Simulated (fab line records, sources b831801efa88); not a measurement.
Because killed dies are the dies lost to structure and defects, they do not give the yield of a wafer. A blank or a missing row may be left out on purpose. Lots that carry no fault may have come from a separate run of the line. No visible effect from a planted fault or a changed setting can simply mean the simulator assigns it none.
Chamber matching | flow gf180mcu | GF_STI_ETCH_13 on rie_diel-03: 4 sister chambers
The step etches the open film in CHF3/O2, stops on Si, target depth 282.31 nm, time 112.9 s. 4 wafers are shown with their chamber, then 7 later ones without.

EACH WAFER AND ITS CHAMBER
wafer  | chamber | drypump_motor_current_A (A)
L078.1 | 3       | 6.1
L088.1 | 1       | 6.3
L090.1 | 2       | 4.7
L090.4 | 0       | 6.4

WAFERS WHOSE CHAMBER IS MISSING
wafer  | drypump_motor_current_A (A)
L090.5 | 6.3
L092.1 | 6.0
L092.4 | 6.4
L092.5 | 6.3
L097.3 | 4.7
L097.4 | 6.0
L097.5 | 6.3

WHICH CHAMBER EACH ONE RAN IN
wafer  | from the rows above     | in truth
L090.5 | can't be placed: 1 or 0 | 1
L092.1 | 3                       | 3
L092.4 | can't be placed: 0 or 1 | 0
L092.5 | can't be placed: 1 or 0 | 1
L097.3 | 2                       | 2
L097.4 | 3                       | 3
L097.5 | can't be placed: 1 or 0 | 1
3 of 7 placed correctly. Unplaceable from these rows: 4, with the true chamber sitting among the candidates in 4. Number placed wrongly: 0.
How it was worked out, from the rows above alone: a wafer's distance from a chamber is the root of the sum, over the readings, of the square of ((its reading less the chamber's mean) divided by the reading's scatter). The wafer belongs to the nearest chamber; if the next one is less than 2 further off, it can't be placed. The mean given for a chamber averages the wafers shown for that chamber. The scatter (one wafer shown for each chamber): square how far every hidden wafer sits from the nearest shown wafer, average those squares and take the square root.
